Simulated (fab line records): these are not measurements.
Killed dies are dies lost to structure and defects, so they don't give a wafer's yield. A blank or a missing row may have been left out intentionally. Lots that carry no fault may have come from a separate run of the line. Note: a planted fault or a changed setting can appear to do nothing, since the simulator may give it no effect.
Which tool did it? / flow sky130 / 11 lots with 33 wafers sampled at 4 steps, on a route of 708 steps

WHAT EACH GAUGE READ, for each wafer
SKY_VIA2_THK_MEAS_23: measures by xrf. Usual: for VIA2_W_THK the level is 439 nm and the standard deviation is 8.6.
lot=L572; measured=day 35 14:44; on=film-metro-03; VIA2_W_THK (nm)=440 439 441; flag=
lot=L573; measured=day 36 11:08; on=film-metro-03; VIA2_W_THK (nm)=442 436 436; flag=
lot=L583; measured=day 39 10:26; on=film-metro-04; VIA2_W_THK (nm)=428 432 433; flag=
lot=L582; measured=day 39 15:56; on=film-metro-01; VIA2_W_THK (nm)=453 453 452; flag=
lot=L585; measured=day 40 03:03; on=film-metro-01; VIA2_W_THK (nm)=437 438 429; flag=
lot=L589; measured=day 41 18:50; on=film-metro-03; VIA2_W_THK (nm)=450 452 450; flag=
lot=L590; measured=day 42 00:29; on=film-metro-03; VIA2_W_THK (nm)=439 434 444; flag=
lot=L592; measured=day 42 19:21; on=film-metro-03; VIA2_W_THK (nm)=442 450 440; flag=
lot=L593; measured=day 43 02:39; on=film-metro-01; VIA2_W_THK (nm)=442 442 439; flag=
lot=L595; measured=day 43 03:39; on=film-metro-01; VIA2_W_THK (nm)=432 427 430; flag=
lot=L594; measured=day 43 08:45; on=film-metro-03; VIA2_W_THK (nm)=446 432 438; flag=

TOOL THAT RAN EACH LOT (tool first, then ch and the chambers of the sampled wafers, then the start)
lot=L572; SKY_VIA2_ETCH_14=rie-diel-02 ch 0,2, day 35 13:43; SKY_VIA2_STRIP_16=plasma-asher-01 ch 0,1, day 35 13:49; SKY_VIA2_CVD_21=cvd-w-02 ch 0, day 35 14:29
lot=L573; SKY_VIA2_ETCH_14=rie-diel-01 ch 1,2, day 36 10:05; SKY_VIA2_STRIP_16=plasma-asher-02 ch 0,1, day 36 10:11; SKY_VIA2_CVD_21=cvd-w-02 ch 0, day 36 10:53
lot=L583; SKY_VIA2_ETCH_14=rie-diel-01 ch 0,2,3, day 39 09:25; SKY_VIA2_STRIP_16=plasma-asher-03 ch 0,1, day 39 09:31; SKY_VIA2_CVD_21=cvd-w-02 ch 0,1, day 39 10:11
lot=L582; SKY_VIA2_ETCH_14=rie-diel-01 ch 0,1,3, day 39 14:50; SKY_VIA2_STRIP_16=plasma-asher-02 ch 0,1, day 39 14:57; SKY_VIA2_CVD_21=cvd-w-02 ch 0,1, day 39 15:40
lot=L585; SKY_VIA2_ETCH_14=rie-diel-01 ch 2,3, day 40 02:02; SKY_VIA2_STRIP_16=plasma-asher-03 ch 0,1, day 40 02:08; SKY_VIA2_CVD_21=cvd-w-01 ch 0,1, day 40 02:47
lot=L589; SKY_VIA2_ETCH_14=rie-diel-02 ch 0,2,3, day 41 17:47; SKY_VIA2_STRIP_16=plasma-asher-01 ch 0,1, day 41 17:53; SKY_VIA2_CVD_21=cvd-w-01 ch 0,1, day 41 18:35
lot=L590; SKY_VIA2_ETCH_14=rie-diel-02 ch 0,3, day 41 23:28; SKY_VIA2_STRIP_16=plasma-asher-01 ch 0,1, day 41 23:34; SKY_VIA2_CVD_21=cvd-w-02 ch 0,1, day 42 00:14
lot=L592; SKY_VIA2_ETCH_14=rie-diel-02 ch 2,3, day 42 18:20; SKY_VIA2_STRIP_16=plasma-asher-03 ch 0,1, day 42 18:27; SKY_VIA2_CVD_21=cvd-w-02 ch 0,1, day 42 19:06
lot=L593; SKY_VIA2_ETCH_14=rie-diel-02 ch 0,2,3, day 43 01:38; SKY_VIA2_STRIP_16=plasma-asher-01 ch 0,1, day 43 01:45; SKY_VIA2_CVD_21=cvd-w-02 ch 0,1, day 43 02:24
lot=L595; SKY_VIA2_ETCH_14=rie-diel-04 ch 1,2,3, day 43 02:38; SKY_VIA2_STRIP_16=plasma-asher-02 ch 0,1, day 43 02:44; SKY_VIA2_CVD_21=cvd-w-02 ch 1, day 43 03:23
lot=L594; SKY_VIA2_ETCH_14=rie-diel-02 ch 0,2,3, day 43 07:44; SKY_VIA2_STRIP_16=plasma-asher-01 ch 0,1, day 43 07:51; SKY_VIA2_CVD_21=cvd-w-02 ch 0,1, day 43 08:30
- SKY_VIA2_ETCH_14: etches BARC in N2/H2, stops on SiO2, time 45.9 s, target depth 60 nm.
- SKY_VIA2_STRIP_16: strips in O2/N2.
- SKY_VIA2_CVD_21: deposits W, target thk 420 nm, time 126.4 s.

AS READ BY THE TOOLS THEMSELVES (means over the sampled wafers that have a number; for cases with no such wafer, the mark the record gives instead)
SKY_VIA2_ETCH_14. Usual: drypump-motor-current-A 5.6 A, standard deviation 0.52; oes-product-au 0.855 a.u., standard deviation 0.005; run-length-s 74.3 s, standard deviation 0.41; throttle-valve-pct 13.225 %, standard deviation 0.0084.
lot=L572; tool=rie-diel-02; drypump-motor-current-A (A)=6.4; oes-product-au (a.u.)=0.855; run-length-s (s)=74.8; throttle-valve-pct (%)=13.216; flag=
lot=L573; tool=rie-diel-01; drypump-motor-current-A (A)=5.4; oes-product-au (a.u.)=0.853; run-length-s (s)=74.4; throttle-valve-pct (%)=13.226; flag=
lot=L583; tool=rie-diel-01; drypump-motor-current-A (A)=5.3; oes-product-au (a.u.)=1.011; run-length-s (s)=62.2; throttle-valve-pct (%)=13.249; flag=OFF
lot=L582; tool=rie-diel-01; drypump-motor-current-A (A)=5.6; oes-product-au (a.u.)=0.997; run-length-s (s)=62.0; throttle-valve-pct (%)=13.241; flag=OFF
lot=L585; tool=rie-diel-01; drypump-motor-current-A (A)=5.3; oes-product-au (a.u.)=1.011; run-length-s (s)=62.3; throttle-valve-pct (%)=13.245; flag=OFF
lot=L589; tool=rie-diel-02; drypump-motor-current-A (A)=6.1; oes-product-au (a.u.)=0.852; run-length-s (s)=74.5; throttle-valve-pct (%)=13.235; flag=
lot=L590; tool=rie-diel-02; drypump-motor-current-A (A)=6.1; oes-product-au (a.u.)=0.855; run-length-s (s)=74.4; throttle-valve-pct (%)=13.220; flag=
lot=L592; tool=rie-diel-02; drypump-motor-current-A (A)=5.9; oes-product-au (a.u.)=0.855; run-length-s (s)=74.1; throttle-valve-pct (%)=13.225; flag=
lot=L593; tool=rie-diel-02; drypump-motor-current-A (A)=6.1; oes-product-au (a.u.)=0.852; run-length-s (s)=74.5; throttle-valve-pct (%)=13.225; flag=
lot=L595; tool=rie-diel-04; drypump-motor-current-A (A)=5.4; oes-product-au (a.u.)=0.855; run-length-s (s)=74.5; throttle-valve-pct (%)=13.222; flag=
lot=L594; tool=rie-diel-02; drypump-motor-current-A (A)=6.1; oes-product-au (a.u.)=0.856; run-length-s (s)=74.6; throttle-valve-pct (%)=13.221; flag=

SKY_VIA2_STRIP_16. Usual: drypump-motor-current-A 5.3 A, standard deviation 0.34; oes-product-au 0.398 a.u., standard deviation 0.0044; strip-time-to-endpoint-s 4.039 s, standard deviation 0.023.
lot=L572; tool=plasma-asher-01; drypump-motor-current-A (A)=5.0; oes-product-au (a.u.)=0.399; strip-time-to-endpoint-s (s)=4.035; flag=
lot=L573; tool=plasma-asher-02; drypump-motor-current-A (A)=5.4; oes-product-au (a.u.)=0.396; strip-time-to-endpoint-s (s)=4.006; flag=
lot=L583; tool=plasma-asher-03; drypump-motor-current-A (A)=5.6; oes-product-au (a.u.)=0.405; strip-time-to-endpoint-s (s)=4.149; flag=OFF
lot=L582; tool=plasma-asher-02; drypump-motor-current-A (A)=5.4; oes-product-au (a.u.)=0.401; strip-time-to-endpoint-s (s)=4.177; flag=OFF
lot=L585; tool=plasma-asher-03; drypump-motor-current-A (A)=5.7; oes-product-au (a.u.)=0.406; strip-time-to-endpoint-s (s)=4.135; flag=OFF
lot=L589; tool=plasma-asher-01; drypump-motor-current-A (A)=5.1; oes-product-au (a.u.)=0.400; strip-time-to-endpoint-s (s)=4.061; flag=
lot=L590; tool=plasma-asher-01; drypump-motor-current-A (A)=5.0; oes-product-au (a.u.)=0.398; strip-time-to-endpoint-s (s)=4.033; flag=
lot=L592; tool=plasma-asher-03; drypump-motor-current-A (A)=5.6; oes-product-au (a.u.)=0.401; strip-time-to-endpoint-s (s)=4.065; flag=
lot=L593; tool=plasma-asher-01; drypump-motor-current-A (A)=5.0; oes-product-au (a.u.)=0.395; strip-time-to-endpoint-s (s)=4.032; flag=
lot=L595; tool=plasma-asher-02; drypump-motor-current-A (A)=5.4; oes-product-au (a.u.)=0.398; strip-time-to-endpoint-s (s)=4.025; flag=
lot=L594; tool=plasma-asher-01; drypump-motor-current-A (A)=5.0; oes-product-au (a.u.)=0.398; strip-time-to-endpoint-s (s)=4.037; flag=

SKY_VIA2_CVD_21. Usual: heater-power-w 891 W, standard deviation 84.
lot=L572; tool=cvd-w-02; heater-power-w (W)=933; flag=
lot=L573; tool=cvd-w-02; heater-power-w (W)=947; flag=
lot=L583; tool=cvd-w-02; heater-power-w (W)=918; flag=
lot=L582; tool=cvd-w-02; heater-power-w (W)=920; flag=
lot=L585; tool=cvd-w-01; heater-power-w (W)=825; flag=
lot=L589; tool=cvd-w-01; heater-power-w (W)=824; flag=
lot=L590; tool=cvd-w-02; heater-power-w (W)=927; flag=
lot=L592; tool=cvd-w-02; heater-power-w (W)=937; flag=
lot=L593; tool=cvd-w-02; heater-power-w (W)=932; flag=
lot=L595; tool=cvd-w-02; heater-power-w (W)=911; flag=
lot=L594; tool=cvd-w-02; heater-power-w (W)=917; flag=

THE ANSWER, worked out from the rows above alone
Rule: a lot counts as off when the mean over its wafers that have a number is more than 3 standard deviations away from the usual mean. A lot without any number at a reading at which 4 lots or more have one is off too. Where the step has rows for the other lots, those lots are counted as sound. After the gauges, taken in route order, come the tools' own readings; for these a lot's mean is taken, as printed above. At the first step where some lot is off, the reading lying furthest off is the one used; lots without a number count as furthest.
Off, at SKY_VIA2_ETCH_14 on oes-product-au: L583, L582, L585.
If a tool, at that step or one of the process steps before it, ran each lot that is off and ran no sound lot following the first of them, it fits. One fits: SKY_VIA2_ETCH_14 on rie-diel-01. Its last sound lot is L573 (day 36 10:05), its first lot that is off L583 (day 39 09:25): a fault that began between those two fits.
The tool's own readings at SKY_VIA2_ETCH_14 bear it out: on the lots that are off they differ by more than 5 times the standard deviation of the sound lots' means. oes-product-au reads 1.006 a.u. there against 0.854 a.u. on the sound lots; run-length-s reads 62.2 s there against 74.5 s on the sound lots.

WHAT THE SIMULATOR HAD INSERTED
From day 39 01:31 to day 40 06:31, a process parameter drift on rie-diel-01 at SKY_VIA2_ETCH_14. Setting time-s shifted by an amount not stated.
Lots struck among those shown: L583, L582, L585. This agrees with what the rule above found.
